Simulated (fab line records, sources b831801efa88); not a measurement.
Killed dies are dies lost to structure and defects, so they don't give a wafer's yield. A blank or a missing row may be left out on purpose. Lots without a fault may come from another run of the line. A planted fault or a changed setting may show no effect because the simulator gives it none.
Chamber matching | flow gf180mcu | GF_STI_WET_ETCH_26 on wet_bench-02: 3 sister chambers
The step etches SiO2 in dHF, target depth 94 nm, time 188 s. 16 wafers are shown with their chamber, then 5 later ones without.

WAFERS WITH THEIR CHAMBER
wafer  | chamber | run_length_s (s)
L575.2 | 3       | 214.7
L575.3 | 3       | 214.7
L575.5 | 3       | 214.7
L577.1 | 3       | 221.8
L577.3 | 3       | 221.8
L577.4 | 3       | 221.8
L578.1 | 1       | 221.0
L578.2 | 1       | 221.0
L578.4 | 1       | 221.0
L579.3 | 3       | 213.9
L579.4 | 3       | 213.9
L579.5 | 3       | 213.9
L581.1 | 2       | 213.5
L581.3 | 2       | 213.5
L581.4 | 2       | 213.5
L583.1 | 1       | 214.6

SIGNATURES (means of the wafers above)
reading      | chamber 1 | chamber 2 | chamber 3 | scatter within a chamber
run_length_s | 219.400   | 213.500   | 216.800   | 3.33
Rule: a wafer's distance from a chamber is the root of the sum, over the readings, of the square of ((its reading less the chamber's mean) divided by the reading's scatter). The wafer belongs to the nearest chamber; if the next one is less than 2 further off, it can't be placed. The scatter: the root of (the sum of the squares of (reading less its chamber's mean) over the shown wafers, divided by (wafers less chambers)).

WAFERS WITHOUT THEIR CHAMBER
wafer  | run_length_s (s)
L583.3 | 214.6
L583.6 | 214.6
L597.1 | 213.8
L597.2 | 213.8
L597.3 | 213.8

WHICH CHAMBER EACH WENT THROUGH
wafer  | from the rows above          | in truth
L583.3 | can't be placed: 2 or 3 or 1 | 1
L583.6 | can't be placed: 2 or 3 or 1 | 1
L597.1 | can't be placed: 2 or 3 or 1 | 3
L597.2 | can't be placed: 2 or 3 or 1 | 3
L597.3 | can't be placed: 2 or 3 or 1 | 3
Placed correctly: 0 of 5. Can't be placed from these rows: 5 (the true chamber is among the candidates in 5). Placed wrongly: 0.
